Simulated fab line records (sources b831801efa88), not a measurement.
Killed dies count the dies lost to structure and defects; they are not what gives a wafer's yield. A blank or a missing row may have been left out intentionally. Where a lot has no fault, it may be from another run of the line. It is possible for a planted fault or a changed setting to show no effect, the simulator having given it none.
fab line records :: flow sky130 :: part 2 of 2: steps 29 to 41 of 41
[record]
  lots = 5
  wafers = 15
  last-day = 46
route steps=708 shown POLY_GATE@230 LDD_N@237 LDD_P@255 LDD_HVN@267
lots that met no fault: from a run of the same line without faults
start-h: the number of hours between the record's first day and the start of the first shown wafer of the lot :: wait-h: how many hours have passed since the lot's step before this one :: " repeats the value in the row above :: L1.1+2: one row covering several wafers at once :: - no value, or no start was given :: * or withheld: withheld :: < > ~ a bound
route shown NAME@n: a module of which the file shows steps, and the number in the route of the first :: usual: mean/standard deviation taken from wafers without a fault :: same: alike in all rows :: chamber/n: place in a boat :: sites: per-site readings :: _std_site: the values' standard deviation :: _edge_site: inner sites' mean taken away from outer sites' mean :: radius-mm: for every site, how far away it sits from the centre of the wafer :: mask NAME#n: copy n :: behind: tool/chamber where the wafer was last shaped :: hold: the reason the lot was held/the length of the hold in hours/how it ended :: device: the n, p or np transistor that did not switch :: end of line: the tests these same wafers got at the end of their route :: a step with no rows: only its recipe :: killed: count of dies lost to structure and defects at first sort (not the wafer's yield) :: map: per-die view of a wafer (x killed, . not killed, _ where there is no die)
set.NAME: the setting that was run; set.NAME@STEP: the one run at that earlier step :: model.NAME: the simulator's own value behind a step, which no gauge read
lots at some steps of the route; a table a step, a row a wafer
services: the hour from which a tool's chamber was out of use, counted from the record's first day as start-h (under 0 if before that day), plus the number of hours and why
[[steps]]
[step SKY_LDD_P_SOFTBAKE_03]
[recipe]
  temp-c = 90
  time-s = 60
  resist = NOVOLAK
[same]
  time-s = 60
lot.wafer: L075.2+4+5
tool: litho-track-03
chamber: 0
start-h: 354.21
wait-h: 0.1

lot.wafer: L078.1+3+6
tool: litho-track-02
chamber: 0
start-h: 385.29
wait-h: 0.1

lot.wafer: L081.1+3+5
tool: litho-track-02
chamber: 0
start-h: 411.89
wait-h: 0.1

lot.wafer: L083.1+3+6
tool: litho-track-03
chamber: 0
start-h: 425.94
wait-h: 0.1

lot.wafer: L088.2+3+5
tool: litho-track-03
chamber: 0
start-h: 452.91
wait-h: 0.1
[step SKY_LDD_P_EXPOSE_04]
[recipe]
  mask-id = PSDM
  na = 0.6
  source-shape = conventional
  sigma-outer = 0.6
  polarization = unpolarized
  target-cd-nm = 380
  dose-mj = 138
lot.wafer: L075.2+4+5
tool: iline-stepper-02
chamber: 0
start-h: -
wait-h: -
mask: PSDM#0

lot.wafer: L078.1+3+6
tool: iline-stepper-01
chamber: 0
start-h: -
wait-h: -
mask: PSDM#0

lot.wafer: L081.1+3+5
tool: iline-stepper-01
chamber: 0
start-h: -
wait-h: -
mask: PSDM#0

lot.wafer: L083.1+3+6
tool: iline-stepper-01
chamber: 0
start-h: -
wait-h: -
mask: PSDM#0

lot.wafer: L088.2+3+5
tool: iline-stepper-01
chamber: 0
start-h: -
wait-h: -
mask: PSDM#0
[step SKY_LDD_P_PEB_05]
[recipe]
  temp-c = withheld
  time-s = *
  resist = NOVOLAK
[same]
  time-s = *
lot.wafer: L075.2+4+5
tool: litho-track-01
chamber: 0
start-h: -
wait-h: -

lot.wafer: L078.1+3+6
tool: litho-track-02
chamber: 0
start-h: -
wait-h: -

lot.wafer: L081.1+3+5
tool: litho-track-03
chamber: 0
start-h: -
wait-h: -

lot.wafer: L083.1+3+6
tool: litho-track-01
chamber: 0
start-h: -
wait-h: -

lot.wafer: L088.2+3+5
tool: litho-track-03
chamber: 0
start-h: -
wait-h: -
[step SKY_LDD_P_DEVELOP_06]
[recipe]
  resist = NOVOLAK
  developer = TMAH
  develop-time-s = 60
  dev-temp-c = 23
lot.wafer: L075.2+4+5
tool: litho-track-01
chamber: 0
start-h: 368.19
wait-h: 0.1

lot.wafer: L078.1+3+6
tool: litho-track-02
chamber: 0
start-h: 398.39
wait-h: 0.1

lot.wafer: L081.1+3+5
tool: litho-track-03
chamber: 0
start-h: 426.24
wait-h: 0.1

lot.wafer: L083.1+3+6
tool: litho-track-01
chamber: 0
start-h: 440.41
wait-h: 0.1

lot.wafer: L088.2+3+5
tool: litho-track-03
chamber: 0
start-h: 468.56
wait-h: 0.1
[step SKY_LDD_P_CD_MEAS_07]
[recipe]
  target-cd-nm = 380
[usual]
  cd-nm = 380.6/2.2
lot.wafer: L075.2
tool: cd-sem-01
chamber: -
start-h: 368.33
wait-h: 0.1
cd-nm: 377.6

lot.wafer: L075.4
tool: cd-sem-01
chamber: -
start-h: 368.33
wait-h: 0.1
cd-nm: 378.8

lot.wafer: L075.5
tool: cd-sem-01
chamber: -
start-h: 368.33
wait-h: 0.1
cd-nm: 379.3

lot.wafer: L078.1
tool: cd-sem-01
chamber: -
start-h: 398.54
wait-h: 0.1
cd-nm: 379.8

lot.wafer: L078.3
tool: cd-sem-01
chamber: -
start-h: 398.54
wait-h: 0.1
cd-nm: 379.5

lot.wafer: L078.6
tool: cd-sem-01
chamber: -
start-h: 398.54
wait-h: 0.1
cd-nm: 379.1

lot.wafer: L081.1
tool: cd-sem-02
chamber: -
start-h: 426.39
wait-h: 0.1
cd-nm: 384.7

lot.wafer: L081.3
tool: cd-sem-02
chamber: -
start-h: 426.39
wait-h: 0.1
cd-nm: 379.5

lot.wafer: L081.5
tool: cd-sem-02
chamber: -
start-h: 426.39
wait-h: 0.1
cd-nm: 383.0

lot.wafer: L083.1
tool: cd-sem-02
chamber: -
start-h: 440.56
wait-h: 0.1
cd-nm: 380.1

lot.wafer: L083.3
tool: cd-sem-02
chamber: -
start-h: 440.56
wait-h: 0.1
cd-nm: 381.3

lot.wafer: L083.6
tool: cd-sem-02
chamber: -
start-h: 440.56
wait-h: 0.1
cd-nm: 382.1

lot.wafer: L088.2
tool: cd-sem-01
chamber: -
start-h: 468.71
wait-h: 0.1
cd-nm: 380.7

lot.wafer: L088.3
tool: cd-sem-01
chamber: -
start-h: 468.71
wait-h: 0.1
cd-nm: 379.1

lot.wafer: L088.5
tool: cd-sem-01
chamber: -
start-h: 468.71
wait-h: 0.1
cd-nm: 381.2
[step SKY_LDD_P_OVL_MEAS_08]
[usual]
  LDD_P_OVL = -0.9/1.4
lot.wafer: L075.2
tool: overlay-01
chamber: -
start-h: 368.44
wait-h: 0.1
LDD_P_OVL[nm]: 0.9

lot.wafer: L075.4
tool: overlay-01
chamber: -
start-h: 368.44
wait-h: 0.1
LDD_P_OVL[nm]: -0.1

lot.wafer: L075.5
tool: overlay-01
chamber: -
start-h: 368.44
wait-h: 0.1
LDD_P_OVL[nm]: 1.3

lot.wafer: L078.1
tool: overlay-02
chamber: -
start-h: 398.66
wait-h: 0.1
LDD_P_OVL[nm]: -2.0

lot.wafer: L078.3
tool: overlay-02
chamber: -
start-h: 398.66
wait-h: 0.1
LDD_P_OVL[nm]: -1.9

lot.wafer: L078.6
tool: overlay-02
chamber: -
start-h: 398.66
wait-h: 0.1
LDD_P_OVL[nm]: -3.4

lot.wafer: L081.1
tool: overlay-02
chamber: -
start-h: 426.51
wait-h: 0.1
LDD_P_OVL[nm]: -2.5

lot.wafer: L081.3
tool: overlay-02
chamber: -
start-h: 426.51
wait-h: 0.1
LDD_P_OVL[nm]: -3.2

lot.wafer: L081.5
tool: overlay-02
chamber: -
start-h: 426.51
wait-h: 0.1
LDD_P_OVL[nm]: -3.8

lot.wafer: L083.1
tool: overlay-02
chamber: -
start-h: 440.68
wait-h: 0.1
LDD_P_OVL[nm]: -3.2

lot.wafer: L083.3
tool: overlay-02
chamber: -
start-h: 440.68
wait-h: 0.1
LDD_P_OVL[nm]: -0.8

lot.wafer: L083.6
tool: overlay-02
chamber: -
start-h: 440.68
wait-h: 0.1
LDD_P_OVL[nm]: -2.0

lot.wafer: L088.2
tool: overlay-02
chamber: -
start-h: 468.81
wait-h: 0.1
LDD_P_OVL[nm]: -1.3

lot.wafer: L088.3
tool: overlay-02
chamber: -
start-h: 468.81
wait-h: 0.1
LDD_P_OVL[nm]: -1.4

lot.wafer: L088.5
tool: overlay-02
chamber: -
start-h: 468.81
wait-h: 0.1
LDD_P_OVL[nm]: -2.5
[step SKY_LDD_P_IMPLANT_09]
[recipe]
  species = BF2
  energy-kev = 25
  dose-cm2 = 1e+13
  tilt-deg = withheld
[usual]
  end-station-pressure-torr = 5e-06/2.5e-07
lot.wafer: L075.2
tool: implanter-01
chamber: 0
start-h: 368.49
wait-h: 0.0
end-station-pressure-torr: 5.52e-06

lot.wafer: L075.4
tool: implanter-01
chamber: 0
start-h: 368.49
wait-h: 0.0
end-station-pressure-torr: 4.62e-06

lot.wafer: L075.5
tool: implanter-01
chamber: 0
start-h: 368.49
wait-h: 0.0
end-station-pressure-torr: 5.23e-06

lot.wafer: L078.1
tool: implanter-02
chamber: 0
start-h: 398.69
wait-h: 0.0
end-station-pressure-torr: 5.13e-06

lot.wafer: L078.3
tool: implanter-02
chamber: 0
start-h: 398.69
wait-h: 0.0
end-station-pressure-torr: 4.57e-06

lot.wafer: L078.6
tool: implanter-02
chamber: 0
start-h: 398.69
wait-h: 0.0
end-station-pressure-torr: 5.43e-06

lot.wafer: L081.1
tool: implanter-01
chamber: 0
start-h: 426.54
wait-h: 0.0
end-station-pressure-torr: 5.08e-06

lot.wafer: L081.3
tool: implanter-01
chamber: 0
start-h: 426.54
wait-h: 0.0
end-station-pressure-torr: 5.11e-06

lot.wafer: L081.5
tool: implanter-01
chamber: 0
start-h: 426.54
wait-h: 0.0
end-station-pressure-torr: 5.55e-06

lot.wafer: L083.1
tool: implanter-02
chamber: 0
start-h: 440.72
wait-h: 0.0
end-station-pressure-torr: 4.89e-06

lot.wafer: L083.3
tool: implanter-02
chamber: 0
start-h: 440.72
wait-h: 0.0
end-station-pressure-torr: 4.71e-06

lot.wafer: L083.6
tool: implanter-02
chamber: 0
start-h: 440.72
wait-h: 0.0
end-station-pressure-torr: 5.44e-06

lot.wafer: L088.2
tool: implanter-01
chamber: 0
start-h: 468.87
wait-h: 0.0
end-station-pressure-torr: 4.81e-06

lot.wafer: L088.3
tool: implanter-01
chamber: 0
start-h: 468.87
wait-h: 0.0
end-station-pressure-torr: 5.12e-06

lot.wafer: L088.5
tool: implanter-01
chamber: 0
start-h: 468.87
wait-h: 0.0
end-station-pressure-torr: 5.09e-06
[step SKY_LDD_P_STRIP_10]
[recipe]
  chemistry = O2/N2
  power-w = 1400
  pressure-mtorr = 1500
  platen-temp-c = withheld
  o2-flow-sccm = 3000
  n2-flow-sccm = 300
  overash-fraction = 0.5
[usual]
  drypump-motor-current-A = 5.8/0.33
  oes-product-au = 0.715/0.0046
  strip-time-to-endpoint-s = 14.19/0.05
lot.wafer: L075.2
tool: plasma-asher-01
chamber: 0
start-h: 368.62
wait-h: 0.1
drypump-motor-current-A: 5.3
oes-product-au: 0.719
rf-hours-counter-h: 24
strip-time-to-endpoint-s: 14.12

lot.wafer: L075.4
tool: plasma-asher-01
chamber: 1
start-h: 368.62
wait-h: 0.1
drypump-motor-current-A: 6.1
oes-product-au: 0.713
rf-hours-counter-h: -
strip-time-to-endpoint-s: 14.12

lot.wafer: L075.5
tool: plasma-asher-01
chamber: 1
start-h: 368.62
wait-h: 0.1
drypump-motor-current-A: 6.1
oes-product-au: 0.711
rf-hours-counter-h: -
strip-time-to-endpoint-s: 14.11

lot.wafer: L078.1
tool: plasma-asher-03
chamber: 1
start-h: 398.84
wait-h: 0.1
drypump-motor-current-A: 6.2
oes-product-au: 0.718
rf-hours-counter-h: 55
strip-time-to-endpoint-s: 14.20

lot.wafer: L078.3
tool: plasma-asher-03
chamber: 0
start-h: 398.84
wait-h: 0.1
drypump-motor-current-A: 5.9
oes-product-au: 0.713
rf-hours-counter-h: -
strip-time-to-endpoint-s: 14.15

lot.wafer: L078.6
tool: plasma-asher-03
chamber: 0
start-h: 398.84
wait-h: 0.1
drypump-motor-current-A: 5.8
oes-product-au: 0.718
rf-hours-counter-h: -
strip-time-to-endpoint-s: 14.13

lot.wafer: L081.1
tool: plasma-asher-01
chamber: 1
start-h: 426.69
wait-h: 0.1
drypump-motor-current-A: 6.1
oes-product-au: 0.715
rf-hours-counter-h: 30
strip-time-to-endpoint-s: 14.24

lot.wafer: L081.3
tool: plasma-asher-01
chamber: 1
start-h: 426.69
wait-h: 0.1
drypump-motor-current-A: 6.0
oes-product-au: 0.718
rf-hours-counter-h: -
strip-time-to-endpoint-s: 14.26

lot.wafer: L081.5
tool: plasma-asher-01
chamber: 1
start-h: 426.69
wait-h: 0.1
drypump-motor-current-A: 6.0
oes-product-au: 0.719
rf-hours-counter-h: -
strip-time-to-endpoint-s: 14.25

lot.wafer: L083.1
tool: plasma-asher-01
chamber: 0
start-h: 440.87
wait-h: 0.1
drypump-motor-current-A: 5.2
oes-product-au: 0.710
rf-hours-counter-h: 32
strip-time-to-endpoint-s: 14.12

lot.wafer: L083.3
tool: plasma-asher-01
chamber: 0
start-h: 440.87
wait-h: 0.1
drypump-motor-current-A: 5.2
oes-product-au: 0.712
rf-hours-counter-h: -
strip-time-to-endpoint-s: 14.12

lot.wafer: L083.6
tool: plasma-asher-01
chamber: 0
start-h: 440.87
wait-h: 0.1
drypump-motor-current-A: 5.2
oes-product-au: 0.710
rf-hours-counter-h: -
strip-time-to-endpoint-s: 14.06

lot.wafer: L088.2
tool: plasma-asher-02
chamber: 0
start-h: 468.99
wait-h: 0.1
drypump-motor-current-A: 6.0
oes-product-au: 0.721
rf-hours-counter-h: 4
strip-time-to-endpoint-s: 14.16

lot.wafer: L088.3
tool: plasma-asher-02
chamber: 0
start-h: 468.99
wait-h: 0.1
drypump-motor-current-A: 6.0
oes-product-au: 0.714
rf-hours-counter-h: -
strip-time-to-endpoint-s: 14.16

lot.wafer: L088.5
tool: plasma-asher-02
chamber: 0
start-h: 468.99
wait-h: 0.1
drypump-motor-current-A: 6.0
oes-product-au: 0.712
rf-hours-counter-h: -
strip-time-to-endpoint-s: 14.10
[step SKY_LDD_P_TW_MEAS_11]
[usual]
  LDD_P_TW = 634/4.5
lot.wafer: L075.2
tool: film-metro-02
chamber: -
start-h: 368.73
wait-h: 0.1
LDD_P_TW: 635

lot.wafer: L075.4
tool: film-metro-02
chamber: -
start-h: 368.73
wait-h: 0.1
LDD_P_TW: 630

lot.wafer: L075.5
tool: film-metro-02
chamber: -
start-h: 368.73
wait-h: 0.1
LDD_P_TW: 632

lot.wafer: L078.1
tool: film-metro-01
chamber: -
start-h: 398.94
wait-h: 0.1
LDD_P_TW: 630

lot.wafer: L078.3
tool: film-metro-01
chamber: -
start-h: 398.94
wait-h: 0.1
LDD_P_TW: 630

lot.wafer: L078.6
tool: film-metro-01
chamber: -
start-h: 398.94
wait-h: 0.1
LDD_P_TW: 631

lot.wafer: L081.1
tool: film-metro-01
chamber: -
start-h: 426.79
wait-h: 0.1
LDD_P_TW: 625

lot.wafer: L081.3
tool: film-metro-01
chamber: -
start-h: 426.79
wait-h: 0.1
LDD_P_TW: 627

lot.wafer: L081.5
tool: film-metro-01
chamber: -
start-h: 426.79
wait-h: 0.1
LDD_P_TW: 628

lot.wafer: L083.1
tool: film-metro-03
chamber: -
start-h: 440.97
wait-h: 0.1
LDD_P_TW: 636

lot.wafer: L083.3
tool: film-metro-03
chamber: -
start-h: 440.97
wait-h: 0.1
LDD_P_TW: 637

lot.wafer: L083.6
tool: film-metro-03
chamber: -
start-h: 440.97
wait-h: 0.1
LDD_P_TW: 639

lot.wafer: L088.2
tool: film-metro-02
chamber: -
start-h: 469.10
wait-h: 0.1
LDD_P_TW: 633

lot.wafer: L088.3
tool: film-metro-02
chamber: -
start-h: 469.10
wait-h: 0.1
LDD_P_TW: 634

lot.wafer: L088.5
tool: film-metro-02
chamber: -
start-h: 469.10
wait-h: 0.1
LDD_P_TW: 634
[step SKY_LDD_HVN_DEHYDRATE_00]
[recipe]
  temp-c = 200
  time-s = 60
[same]
  time-s = 60
lot.wafer: L075.2+4+5
tool: litho-track-01
chamber: 0
start-h: 382.34
wait-h: 13.6

lot.wafer: L078.1+3+6
tool: litho-track-04
chamber: 0
start-h: 413.26
wait-h: 14.3

lot.wafer: L081.1+3+5
tool: litho-track-04
chamber: 0
start-h: 441.01
wait-h: 14.2

lot.wafer: L083.1+3+6
tool: litho-track-02
chamber: 0
start-h: 455.48
wait-h: 14.5

lot.wafer: L088.2+3+5
tool: litho-track-02
chamber: 0
start-h: 482.21
wait-h: 13.1
[step SKY_LDD_HVN_HMDS_01]
[recipe]
  prime-time-s = 60
  prime-temp-c = 120
lot.wafer: L075.2+4+5
tool: litho-track-01
chamber: 0
start-h: 382.49
wait-h: 0.1

lot.wafer: L078.1+3+6
tool: litho-track-04
chamber: 0
start-h: 413.41
wait-h: 0.1

lot.wafer: L081.1+3+5
tool: litho-track-04
chamber: 0
start-h: 441.16
wait-h: 0.1

lot.wafer: L083.1+3+6
tool: litho-track-02
chamber: 0
start-h: 455.63
wait-h: 0.1

lot.wafer: L088.2+3+5
tool: litho-track-02
chamber: 0
start-h: 482.36
wait-h: 0.1
[step SKY_LDD_HVN_COAT_02]
[recipe]
  resist = NOVOLAK
  spin-rpm = 3000
  resist-thk-nm = 300
lot.wafer: L075.2+4+5
tool: litho-track-01
chamber: 0
start-h: 382.64
wait-h: 0.1

lot.wafer: L078.1+3+6
tool: litho-track-04
chamber: 0
start-h: 413.56
wait-h: 0.1

lot.wafer: L081.1+3+5
tool: litho-track-04
chamber: 0
start-h: 441.31
wait-h: 0.1

lot.wafer: L083.1+3+6
tool: litho-track-02
chamber: 0
start-h: 455.78
wait-h: 0.1

lot.wafer: L088.2+3+5
tool: litho-track-02
chamber: 0
start-h: 482.51
wait-h: 0.1
[step SKY_LDD_HVN_SOFTBAKE_03]
[recipe]
  temp-c = 90
  time-s = 60
  resist = NOVOLAK
[same]
  time-s = 60
lot.wafer: L075.2+4+5
tool: litho-track-01
chamber: 0
start-h: 382.79
wait-h: 0.1

lot.wafer: L078.1+3+6
tool: litho-track-04
chamber: 0
start-h: 413.71
wait-h: 0.1

lot.wafer: L081.1+3+5
tool: litho-track-04
chamber: 0
start-h: 441.46
wait-h: 0.1

lot.wafer: L083.1+3+6
tool: litho-track-02
chamber: 0
start-h: 455.93
wait-h: 0.1

lot.wafer: L088.2+3+5
tool: litho-track-02
chamber: 0
start-h: 482.66
wait-h: 0.1
[[services]]
tool: plasma-asher-01
chamber: -
start-h: 289.19
hours: 3.2
kind: repair

tool: rie-si-01
chamber: -
start-h: 293.11
hours: 0.1
kind: repair

tool: iline-stepper-01
chamber: -
start-h: 302.33
hours: 2.1
kind: pm

tool: iline-stepper-02
chamber: -
start-h: 304.62
hours: 2.2
kind: repair

tool: plasma-asher-01
chamber: -
start-h: 309.74
hours: 2.8
kind: pm

tool: implanter-04
chamber: -
start-h: 319.39
hours: 18.0
kind: pm

tool: plasma-asher-01
chamber: -
start-h: 325.94
hours: 1.8
kind: repair

tool: iline-stepper-01
chamber: -
start-h: 338.50
hours: 5.1
kind: repair

tool: implanter-03
chamber: -
start-h: 341.01
hours: 4.6
kind: pm

tool: implanter-04
chamber: -
start-h: 350.41
hours: 1.7
kind: repair

tool: implanter-02
chamber: -
start-h: 379.00
hours: 3.0
kind: repair

tool: iline-stepper-01
chamber: -
start-h: 394.89
hours: 1.7
kind: pm

tool: plasma-asher-01
chamber: -
start-h: 397.89
hours: 1.1
kind: repair

tool: rie-si-01
chamber: -
start-h: 408.12
hours: 1.8
kind: repair

tool: implanter-03
chamber: -
start-h: 414.34
hours: 2.0
kind: repair

tool: iline-stepper-01
chamber: -
start-h: 415.98
hours: 2.8
kind: repair

tool: implanter-03
chamber: -
start-h: 418.86
hours: 4.0
kind: pm

tool: rie-si-01
chamber: 3
start-h: 425.33
hours: 1.1
kind: repair

tool: implanter-04
chamber: -
start-h: 427.77
hours: 4.9
kind: pm

tool: implanter-04
chamber: -
start-h: 433.36
hours: 6.3
kind: repair

tool: implanter-02
chamber: -
start-h: 434.62
hours: 3.8
kind: repair

tool: iline-stepper-02
chamber: -
start-h: 463.50
hours: 1.7
kind: pm

tool: iline-stepper-02
chamber: -
start-h: 465.59
hours: 1.6
kind: repair

tool: iline-stepper-02
chamber: -
start-h: 480.32
hours: 25.6
kind: repair
